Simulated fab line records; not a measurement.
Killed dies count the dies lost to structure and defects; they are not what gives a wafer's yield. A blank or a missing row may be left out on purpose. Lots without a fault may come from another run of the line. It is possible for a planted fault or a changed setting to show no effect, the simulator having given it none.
Matching of chambers    flow gf180mcu    GF_V3_CVD_00 on hdpcvd-02: 3 sister chambers
The step deposits SiO2, target thk 600 nm, time 100 s. 14 wafers are shown with their chamber, then 7 later ones without.

WAFERS, EACH WITH ITS CHAMBER
wafer   chamber  sih4 flow sccm (sccm)
L607.1  0        59.88
L607.5  1        60.18
L607.6  2        59.94
L608.2  1        59.89
L608.4  2        59.76
L608.5  0        60.11
L609.3  2        60.17
L609.4  0        59.98
L609.5  2        60.09
L613.2  1        59.89
L613.4  0        59.86
L613.5  1        59.81
L614.2  1        59.91
L614.3  2        60.08

SIGNATURES, as means of the wafers listed above
reading         chamber 0  chamber 1  chamber 2  scatter within a chamber
sih4 flow sccm  59.9575    59.9360    60.0080    0.143
Rule: a wafer lies at a distance from a chamber equal to the root of the sum of squares, over the readings, of (its reading less the chamber's mean, divided by the reading's scatter). If the next closest chamber is less than 2 further off than the closest, the wafer can't be placed; otherwise it belongs to the closest. The scatter: the root of (the sum of the squares of (reading less its chamber's mean) over the shown wafers, divided by (wafers less chambers)).

WAFERS MISSING THEIR CHAMBER
wafer   sih4 flow sccm (sccm)
L614.6  59.95
L617.2  59.92
L617.4  59.53
L617.5  60.10
L619.1  60.10
L619.5  59.92
L619.6  60.06

EACH ONE'S CHAMBER
wafer   from the rows above           in truth
L614.6  can't be placed: 0 or 1 or 2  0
L617.2  can't be placed: 1 or 0 or 2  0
L617.4  can't be placed: 1 or 0 or 2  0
L617.5  can't be placed: 2 or 0 or 1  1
L619.1  can't be placed: 2 or 0 or 1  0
L619.5  can't be placed: 1 or 0 or 2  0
L619.6  can't be placed: 2 or 0 or 1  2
Correct placement for 0 of the 7. Cannot be placed on the basis of these rows: 7; the candidates contain the true chamber in 7. Placed wrongly: 0.
